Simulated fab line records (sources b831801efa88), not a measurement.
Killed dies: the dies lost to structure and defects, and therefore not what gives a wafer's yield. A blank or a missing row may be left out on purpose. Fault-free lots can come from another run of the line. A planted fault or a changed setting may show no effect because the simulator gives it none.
Which tool did it? -- flow sky130 -- 6 lots with 18 wafers sampled at 2 steps, on a route of 708 steps

## WHAT THE GAUGES SHOWED, per wafer
SKY_FIELD_ISO_CD_MEAS_13: target cd 150 nm.
lot,measured,on,cd nm (nm)
L733,day 3 07:17,cd sem-02,151.9 152.3 152.3
L739,day 4 12:04,cd sem-01,150.4 150.4 150.5
L742,day 5 11:53,cd sem-02,149.5 151.6 151.6
L747,day 6 06:46,cd sem-02,152.2 151.6 152.4
L749,day 6 17:46,cd sem-01,153.2 152.8 152.8
L751,day 7 05:25,cd sem-02,147.8 148.9 149.4

## TOOL THAT RAN EACH LOT (tool first, then ch and the chambers of the sampled wafers, then the start)
lot,SKY_FIELD_ISO_EXPOSE_10
L733,"krf scanner-02 ch 0, day 2 23:53"
L739,"krf scanner-01 ch 0, day 4 05:23"
L742,"krf scanner-02 ch 0, day 5 02:46"
L747,"krf scanner-01 ch 0, day 5 21:57"
L749,"krf scanner-01 ch 0, day 6 09:05"
L751,"krf scanner-01 ch 0, day 6 19:56"
- SKY_FIELD_ISO_EXPOSE_10: exposes mask FOM, target cd 150 nm.

## THE ANSWER, worked out from the rows above alone
Rule: the lots themselves supply what counts as usual. The widest of any qualifying gaps counts: lots, ordered by their means at a reading, are off when they make up no more than a third of the lots, leave a main group of 4 or more, and stand apart from it by 3 or more times the standard deviation of that group's means. If all means in a main group match to the digits the tables above print for the reading, that group is not used. A lot without any number at a reading at which 4 lots or more have one is off too. All remaining lots with rows at the step are treated as sound.
Nothing can be told from this: no lot is off at any reading shown.

## WHAT THE SIMULATOR HAD INSERTED
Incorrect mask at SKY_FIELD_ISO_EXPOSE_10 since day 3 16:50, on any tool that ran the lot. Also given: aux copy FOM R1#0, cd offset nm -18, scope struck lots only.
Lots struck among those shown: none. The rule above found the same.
